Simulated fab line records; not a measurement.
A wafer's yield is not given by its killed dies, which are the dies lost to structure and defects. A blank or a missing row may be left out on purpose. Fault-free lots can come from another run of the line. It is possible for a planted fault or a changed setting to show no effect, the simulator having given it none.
A struck lot beside a sound one | flow sky130 | 15 steps out of a route of 708
Sound: the wafers L524.1, L524.4, L524.6. Struck: wafer L545.4 (left out: L545.1, L545.6 of the same lot, which were not struck); the cause appears at the end.
Per side, at each step with rows, come the tool, then ch with its chambers, and then its first start. Under that, the readings that differ: sound wafers | struck wafers | difference of the means | sigmas: that difference in standard deviations of wafers without a fault.
alike: readings with means less than 2 such deviations apart, plus words and numbers identical on both sides. not compared: withheld readings, readings lacking a value on some wafer, bounds such as >300 that could conceal the same value, and numbers that have no deviation in the record and whose values overlap.
A row with sigmas, a row that says differs or no value, or rows on one side alone: a step with any of these is where the two part. Non-overlapping numbers with no deviation appear without sigmas and do not part them. Lack of a reading on every wafer of one side parts them only where that side has two or more wafers.

SKY_FIELD_ISO_ETCH_15: etches the open film in CHF3/O2, stops on Si, target depth 180 nm, time 72 s.
  sound on rie-diel-04 ch 0,2, day 2 12:01; struck on rie-diel-01 ch 0, day 7 01:38
  alike: drypump-motor-current-A, oes-product-au, throttle-valve-pct
  not compared: rf-hours-counter-h
SKY_FIELD_ISO_STRIP_16: strips in O2/N2.
  sound on plasma-asher-01 ch 0,1, day 2 12:05; struck on plasma-asher-01 ch 0, day 7 01:41
  reading               | sound             | struck | difference | sigmas
  oes-product-au (a.u.) | 0.375 0.380 0.380 | 0.391  | +0.013     | +2
  alike: drypump-motor-current-A, strip-time-to-endpoint-s
  not compared: rf-hours-counter-h
SKY_FIELD_ISO_ETCH_17: etches Si in HBr/Cl2/O2, target depth 342 nm, time 97.7 s.
  sound on rie-si-01 ch 2,3, day 2 12:11; struck on rie-si-01 ch 2, day 7 01:47
  alike: drypump-motor-current-A, oes-product-au, throttle-valve-pct
  not compared: rf-hours-counter-h
then, 5 steps without rows for these wafers: SKY_FIELD_ISO_WET_ETCH_18 (etches Si3N4 in H3PO4, target depth 25 nm, time 286 s); SKY_FIELD_ISO_CLEAN_19 (cleans in SC1/SC2, time 150 s); SKY_FIELD_ISO_CLEAN_20 (cleans in dHF, time 20 s); SKY_FIELD_ISO_WET_ETCH_21 (etches SiO2 in dHF, target depth 20 nm, time 400 s); SKY_FIELD_ISO_OXIDATION_22 (stabilise 600 s, purge 300 s, target thk 10 nm).
SKY_FIELD_ISO_THK_MEAS_23:
  sound on film-metro-01, day 2 14:05; struck on film-metro-04, day 7 03:49
  reading                         | sound          | struck | difference | sigmas
  FIELD_ISO_OXIDATION_01_THK (nm) | 9.69 9.70 9.67 | 10.12  | +0.43      | +2
then, 1 step without rows for these wafers: SKY_FIELD_ISO_CVD_24 (deposits SiO2, target thk 595 nm, time 99.2 s).
SKY_FIELD_ISO_THK_MEAS_25:
  sound on film-metro-03, day 2 14:13; struck on film-metro-03, day 7 03:56
  alike: FIELD_ISO_CVD_24_THK
then, 1 step without rows for these wafers: SKY_FIELD_ISO_ANNEAL_26 (time 1800 s).
SKY_FIELD_ISO_CMP_27: polishes, stops on Si3N4, t overpolish 16 s, target thk 457.8 nm.
  sound on cmp-01 ch 1,2,3, day 2 15:47; struck on cmp-01 ch 1, day 7 06:35
  reading                | sound       | struck | difference | sigmas
  time-to-endpoint-s (s) | 108 113 110 | 221    | +111       | +25
  alike: motor-current-A, overpolish-run-s
then, 1 step without rows for these wafers: SKY_FIELD_ISO_WET_ETCH_28 (etches SiO2 in dHF, target depth 23.7 nm, time 47 s).
-- record jumps: 44 days separate the struck wafers' starts on either side; left off in module FIELD_ISO, taken up again in module PAD_OPEN, whose first shown step is the route's number 708 --
SKY_PAD_OPEN_PROBE_99:
  sound on prober-01, day 45 22:55; struck on prober-01, day 51 01:20
  reading            | sound    | struck | difference | sigmas
  killed-at-contacts | 25 34 22 | 10     | -17        | -4
  killed-open        | 48 57 57 | 32     | -22        | -3
  alike: killed_at_M0_to_M3, killed_at_M4_up, killed-at-front-end, killed-at-other, killed-dies, killed-short

== WHERE THEY PART ==
Earliest at SKY_FIELD_ISO_STRIP_16; latest, in this record, at SKY_PAD_OPEN_PROBE_99.

WHY: what the simulator had put in
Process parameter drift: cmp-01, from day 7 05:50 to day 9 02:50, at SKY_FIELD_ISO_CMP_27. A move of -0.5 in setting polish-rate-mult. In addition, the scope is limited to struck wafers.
